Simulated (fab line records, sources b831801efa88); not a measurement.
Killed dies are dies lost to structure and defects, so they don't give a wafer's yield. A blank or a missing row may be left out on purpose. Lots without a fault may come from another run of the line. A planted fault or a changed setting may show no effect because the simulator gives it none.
One fault seen from 2 desks | flow sky130 | each desk has only its own numbers; what lay behind them comes last

THE TOOL OWNER'S DESK: pvd_sputter-04
The tool's own readings at SKY_METAL1_SPUTTER_00 (material Ti, target thk 15 nm, time 10 s): means of the sampled wafers that have a number, for each lot that ran on this tool. A lot is out of limits, marked OUT, if its mean lies more than 4 standard deviations from the usual mean; the brackets give that distance.
Columns: A = throttle_valve_pct at SKY_METAL1_SPUTTER_00, usual 30.2 %
lot  | first seen here | A
L739 | day 32 17:14    | 30.3
L750 | day 36 02:46    | 30.4
L751 | day 36 04:37    | 31.1
This desk's finding: nothing out of limits on any of the 3 lots.

THE METROLOGY DESK
What the gauges read, lot by lot, whatever tool the lot ran on: means of the sampled wafers that have a number. A lot is out of limits, marked OUT, if its mean lies more than 4 standard deviations from the usual mean; the brackets give that distance.
Columns: A = CONTACT_W_RS at SKY_CONTACT_RS_MEAS_25, usual 0.334 ohm/sq; B = CONTACT_W_THK at SKY_CONTACT_THK_MEAS_26, usual 352 nm
lot  | first seen here | A     | B
L739 | day 32 16:45    | 0.319 | 376
L741 | day 33 09:25    | 0.323 | 364
L750 | day 36 02:18    | 0.340 | 347
L751 | day 36 04:09    | 0.321 | 363
L755 | day 37 10:41    | 0.350 | 335
L760 | day 38 18:45    | 0.321 | 367
This desk's finding: nothing out of limits on any of the 6 lots.

PUT TOGETHER
The tool owner's desk saw nothing out of limits.
The metrology desk saw nothing out of limits.

WHAT THE SIMULATOR HAD PUT IN
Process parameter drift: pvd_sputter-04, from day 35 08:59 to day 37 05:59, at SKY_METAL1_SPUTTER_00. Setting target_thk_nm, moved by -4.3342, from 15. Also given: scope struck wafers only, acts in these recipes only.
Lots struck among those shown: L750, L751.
